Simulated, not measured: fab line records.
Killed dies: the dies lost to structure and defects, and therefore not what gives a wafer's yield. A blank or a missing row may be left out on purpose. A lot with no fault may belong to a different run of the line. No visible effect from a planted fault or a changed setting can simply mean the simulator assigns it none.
Which tool did it? | flow sky130 | 13 lots with 39 wafers sampled at 3 steps, on a route of 708 steps

== WHAT THE GAUGES READ, wafer by wafer ==
SKY_VIA1_OVL_MEAS_13.
lot  | measured     | on         | VIA1_OVL (nm)
L380 | day 34 18:24 | overlay-01 | -5 -4 -2
L381 | day 35 17:50 | overlay-01 | 3 8 0
L382 | day 35 18:57 | overlay-02 | -4 -7 -10
L386 | day 36 15:51 | overlay-01 | 2 2 3
L391 | day 37 17:21 | overlay-02 | -2 3 3
L392 | day 37 23:48 | overlay-01 | -3 -8 -5
L393 | day 38 10:46 | overlay-02 | -4 -5 -9
L394 | day 39 13:08 | overlay-01 | 10 9 5
L395 | day 39 15:03 | overlay-01 | -3 -5 -7
L398 | day 39 22:48 | overlay-02 | -4 -3 -6
L400 | day 40 15:03 | overlay-01 | 8 7 11
L401 | day 40 20:02 | overlay-02 | 7 6 2
L402 | day 40 22:09 | overlay-02 | 4 -2 -4

== EACH LOT AND THE TOOL THAT RAN IT (in order: tool; ch and the chambers of the sampled wafers; start) ==
lot  | SKY_METAL1_SPUTTER_03       | SKY_VIA1_SOFTBAKE_08
L380 | pvdSputter-01, day 32 10:24 | lithoTrack-04 ch 0, day 34 04:00
L381 | pvdSputter-02, day 33 11:35 | lithoTrack-04 ch 0, day 35 04:00
L382 | pvdSputter-01, day 33 11:55 | lithoTrack-04 ch 0, day 35 05:00
L386 | pvdSputter-01, day 34 10:01 | lithoTrack-03 ch 0, day 36 03:00
L391 | pvdSputter-01, day 35 12:46 | lithoTrack-01 ch 0, day 37 04:00
L392 | pvdSputter-02, day 35 18:39 | lithoTrack-01 ch 0, day 37 10:00
L393 | pvdSputter-03, day 36 06:20 | lithoTrack-03 ch 0, day 37 22:00
L394 | pvdSputter-03, day 37 10:38 | lithoTrack-04 ch 0, day 39 02:00
L395 | pvdSputter-03, day 37 12:02 | lithoTrack-01 ch 0, day 39 03:00
L398 | pvdSputter-01, day 37 18:26 | lithoTrack-01 ch 0, day 39 10:00
L400 | pvdSputter-03, day 38 12:35 | lithoTrack-04 ch 0, day 40 03:00
L401 | pvdSputter-03, day 38 17:57 | lithoTrack-03 ch 0, day 40 07:00
L402 | pvdSputter-02, day 38 19:52 | lithoTrack-04 ch 0, day 40 09:00
- SKY_METAL1_SPUTTER_03: material Ti, target thk 5 nm, time 3.3 s.
- SKY_VIA1_SOFTBAKE_08: time 90 s.

== WHAT THE TOOLS THEMSELVES READ (means of the sampled wafers that have a number; where no wafer has one, the mark that the record gives instead) ==
SKY_METAL1_SPUTTER_03.
lot  | tool          | throttleValvePct (%)
L380 | pvdSputter-01 | 30.2
L381 | pvdSputter-02 | 30.6
L382 | pvdSputter-01 | 28.7
L386 | pvdSputter-01 | 30.3
L391 | pvdSputter-01 | 30.3
L392 | pvdSputter-02 | 29.8
L393 | pvdSputter-03 | 31.2
L394 | pvdSputter-03 | 31.1
L395 | pvdSputter-03 | 30.8
L398 | pvdSputter-01 | 30.5
L400 | pvdSputter-03 | 31.0
L401 | pvdSputter-03 | 30.7
L402 | pvdSputter-02 | 29.0

SKY_VIA1_SOFTBAKE_08.
lot  | tool          | runLengthS (s)
L380 | lithoTrack-04 | 119.19
L381 | lithoTrack-04 | 123.57
L382 | lithoTrack-04 | 123.62
L386 | lithoTrack-03 | 119.38
L391 | lithoTrack-01 | 118.74
L392 | lithoTrack-01 | 118.79
L393 | lithoTrack-03 | 119.51
L394 | lithoTrack-04 | 119.13
L395 | lithoTrack-01 | 118.77
L398 | lithoTrack-01 | 118.80
L400 | lithoTrack-04 | 119.21
L401 | lithoTrack-03 | 119.40
L402 | lithoTrack-04 | 119.14

== THE ANSWER, worked out from the rows above alone ==
Rule: the usual values come from the lots themselves. Put in order of their means at a reading, lots are off if they are a third of the lots or fewer, leave a main group of 4 or more, and stand apart from it by a gap of 3 or more times the standard deviation of the main group's means; of several such gaps the widest counts. A main group is skipped when, at the precision printed for the reading in the tables above, its means are all equal. A lot without any number at a reading at which 4 lots or more have one is off too. All remaining lots with rows at the step are treated as sound. The gauges are gone through in route order, then the tools' own readings, and for those a lot's mean is taken as printed above. The first step at which some lot is off is used, and at that step the reading that is off furthest; a lot without a number counts as furthest.
Off, at SKY_VIA1_SOFTBAKE_08 on runLengthS: L381, L382. The main group: mean 119.10 s, standard deviation 0.27.
A tool fits if, at that step or a process step before it, it ran every lot that is off, and no sound lot after the first of them. None of those tried fits.

== WHAT THE SIMULATOR PUT IN ==
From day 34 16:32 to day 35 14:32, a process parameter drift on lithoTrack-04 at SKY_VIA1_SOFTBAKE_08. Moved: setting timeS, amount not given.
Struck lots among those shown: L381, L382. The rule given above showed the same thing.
